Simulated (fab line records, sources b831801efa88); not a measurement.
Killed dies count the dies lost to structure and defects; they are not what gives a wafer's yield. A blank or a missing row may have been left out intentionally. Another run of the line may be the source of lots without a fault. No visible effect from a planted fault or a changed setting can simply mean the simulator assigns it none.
Struck lot and sound lot, side by side	flow sfq line	42 out of 325 route steps
Sound: the wafers L720.1, L720.2, L720.5. Wafers struck: L707.3, L707.5, L707.6. The cause is given at the end.
For every step that has rows: the tool of each side, followed by ch and its chambers, followed by its first start. Under that, the readings that differ: sound wafers	struck wafers	difference of the means	sigmas: that difference in standard deviations of wafers without a fault.
alike: words and numbers the same on both sides, and readings whose means are apart by under 2 such deviations; not compared: readings that were withheld, readings missing a value for some wafer, numbers with overlapping values and no deviation given by the record, and bounds like >300 which may hide the same value.
Wherever a step has rows on one side only, a row that says differs or no value, or a row with sigmas, the two part there. Non-overlapping numbers with no deviation appear without sigmas and do not part them. Lack of a reading on every wafer of one side parts them only where that side has two or more wafers.

SFQ_TRILAYER_I0_DEP_PECVD_027: deposits SiO2 from SiH4/N2O, time 111.11 s, target thk 500 nm.
  sound on pecvd-01 ch 0,1, day 19 14:14; struck on pecvd-02 ch 0,1,2, day 15 00:48
  alike: heater power w, throttle valve pct
then, 1 step without rows for these wafers: SFQ_TRILAYER_I0_CMP_CMP_028 (polishes SiO2).
SFQ_I0_BOW_MEAS_907:
  sound on film metro-04 at day 19 17:52; struck on film metro-02 at day 15 03:56
  alike: I0_BOW
SFQ_TRILAYER_I0_METRO_MEASURE_029:
  sound on film metro-04 at day 19 17:59; struck on film metro-02 at day 15 04:25
  alike: thk nm
then, 6 steps without rows for these wafers: SFQ_TRILAYER_I0_VIA_LITHO_COAT_036 (resist thk 62 nm); SFQ_TRILAYER_I0_VIA_LITHO_COAT_031 (resist thk 650 nm); SFQ_TRILAYER_I0_VIA_LITHO_SOFTBAKE_035; SFQ_TRILAYER_I0_VIA_LITHO_EXPOSE_032 (exposes mask I0, target cd 500 nm); SFQ_TRILAYER_I0_VIA_LITHO_PEB_034 (peb time 60 s); SFQ_TRILAYER_I0_VIA_LITHO_DEVELOP_033 (time 60 s).
SFQ_I0_OVL_MEAS_908:
  sound on overlay-01 at day 26 09:14; struck on overlay-01 at day 15 07:47
  alike: I0_OVL
SFQ_TRILAYER_I0_VIA_BARC_OPEN_VIA_ETCH_046: etches BARC in O2, target depth 125 nm, time 41.7 s.
  sound on rie diel-01 ch 0,2, day 26 09:16; struck on rie diel-02 ch 0,2,3, day 15 07:48
  alike: bias w, chamber pressure mTorr, drypump motor current A, oes product au
  not compared: rf hours counter h
SFQ_TRILAYER_I0_VIA_ETCH_VIA_ETCH_034: etches SiO2 in CHF3, stops on Nb, target depth 260 nm.
  sound on rie diel-01 ch 0,2, day 26 09:19; struck on rie diel-02 ch 0,2,3, day 15 07:50
  no value came back on the struck wafers for bias w (W), chamber pressure mTorr (mTorr), drypump motor current A (A), oes product au (a.u.); on the sound wafers bias w (W) reads 79.59 80.40 79.88
reading	sound	struck	difference	sigmas
model.KrF_of_TRILAYER_I0_VIA_LITHO_COAT_031.thk nm (nm)	531.1 527.5 530.8	570.9 573.3 569.4	+41.4	
then, 4 steps without rows for these wafers: SFQ_TRILAYER_I0_VIA_STRIP_STRIP_035 (strips in O2); SFQ_TRILAYER_I0_VIA_STRIP_SOLV_CLEAN_036 (cleans in NMP, time 600 s); SFQ_TRILAYER_M1_DEP_PRE_CLEAN_038 (time 22.5 s); SFQ_TRILAYER_M1_DEP_SPUTTER_037 (material Nb, target thk 200 nm, time 133.3 s).
SFQ_M1_RS_MEAS_909: a four-point-probe measurement.
  sound on film metro-03 at day 26 10:19; struck on film metro-01 at day 15 08:55
  alike: M1_NB_RS
then, 6 steps without rows for these wafers: SFQ_TRILAYER_M1_LITHO_COAT_044 (resist thk 62 nm); SFQ_TRILAYER_M1_LITHO_COAT_039 (resist thk 600 nm); SFQ_TRILAYER_M1_LITHO_SOFTBAKE_043; SFQ_TRILAYER_M1_LITHO_EXPOSE_040 (exposes mask M1, target cd 500 nm); SFQ_TRILAYER_M1_LITHO_PEB_042 (peb time 60 s); SFQ_TRILAYER_M1_LITHO_DEVELOP_041 (time 60 s).
-- the record jumps here: 6 days lie between the struck wafers' starts before and after --
SFQ_M1_OVL_MEAS_911:
  sound on overlay-01 at day 32 19:53; struck on overlay-02 at day 21 13:19
  alike: M1_OVL
SFQ_TRILAYER_M1_BARC_OPEN_METAL_ETCH_054: etches BARC in O2, target depth 125 nm, time 41.7 s.
  sound on rie metal-03 ch 0,1, day 32 19:55; struck on rie metal-03 ch 0,1, day 21 13:22
  alike: bias w, chamber pressure mTorr, drypump motor current A, oes product au
  not compared: rf hours counter h
then, 5 steps without rows for these wafers: SFQ_TRILAYER_M1_ETCH_METAL_ETCH_042 (etches Nb in Cl2/Ar, stops on SiO2, target depth 240 nm, time 120 s); SFQ_TRILAYER_M1_STRIP_STRIP_043 (strips in O2); SFQ_TRILAYER_M1_STRIP_SOLV_CLEAN_044 (cleans in NMP, time 600 s); SFQ_TRILAYER_I1_DEP_PECVD_045 (deposits SiO2 from SiH4/N2O, time 111.11 s, target thk 500 nm); SFQ_TRILAYER_I1_CMP_CMP_046 (polishes SiO2).
SFQ_I1_BOW_MEAS_912:
  sound on film metro-03 at day 33 05:57; struck on film metro-04 at day 21 21:17
reading	sound	struck	difference	sigmas
I1_BOW (um)	3 13 8	-9 -6 -4	-14	-2
SFQ_TRILAYER_I1_METRO_MEASURE_047:
  sound on film metro-03 at day 33 06:04; struck on film metro-04 at day 21 21:46
  alike: thk nm
then, 6 steps without rows for these wafers: SFQ_TRILAYER_I1_VIA_LITHO_COAT_054 (resist thk 62 nm); SFQ_TRILAYER_I1_VIA_LITHO_COAT_049 (resist thk 650 nm); SFQ_TRILAYER_I1_VIA_LITHO_SOFTBAKE_053; SFQ_TRILAYER_I1_VIA_LITHO_EXPOSE_050 (exposes mask I1, target cd 500 nm); SFQ_TRILAYER_I1_VIA_LITHO_PEB_052 (peb time 60 s); SFQ_TRILAYER_I1_VIA_LITHO_DEVELOP_051 (time 60 s).
-- the record jumps here: 7 days lie between the struck wafers' starts before and after --
SFQ_I1_OVL_MEAS_913:
  sound on overlay-02 at day 39 17:57; struck on overlay-01 at day 28 11:54
  alike: I1_OVL
then, 1 step without rows for these wafers: SFQ_TRILAYER_I1_VIA_BARC_OPEN_VIA_ETCH_071 (etches BARC in O2, target depth 125 nm, time 41.7 s).
-- the record jumps here: 60 days lie between the struck wafers' starts before and after --
SFQ_M8_BOW_MEAS_951:
  sound on film metro-02 at day 92 23:26; struck on film metro-01 at day 88 18:31
reading	sound	struck	difference	sigmas
model.etest.i0.link ohm	1.952 1.944 1.96	1e+06 1e+06 1e+06	+1e+06	
  alike: M8_BOW

== WHERE THEY PART ==
Last at SFQ_I1_BOW_MEAS_912 as far as this record goes, first at SFQ_TRILAYER_I0_VIA_ETCH_VIA_ETCH_034. Later steps at which nothing parts them and some readings are alike: SFQ_TRILAYER_I1_METRO_MEASURE_047, SFQ_I1_OVL_MEAS_913, SFQ_M8_BOW_MEAS_951.

WHY: what the simulator had put in
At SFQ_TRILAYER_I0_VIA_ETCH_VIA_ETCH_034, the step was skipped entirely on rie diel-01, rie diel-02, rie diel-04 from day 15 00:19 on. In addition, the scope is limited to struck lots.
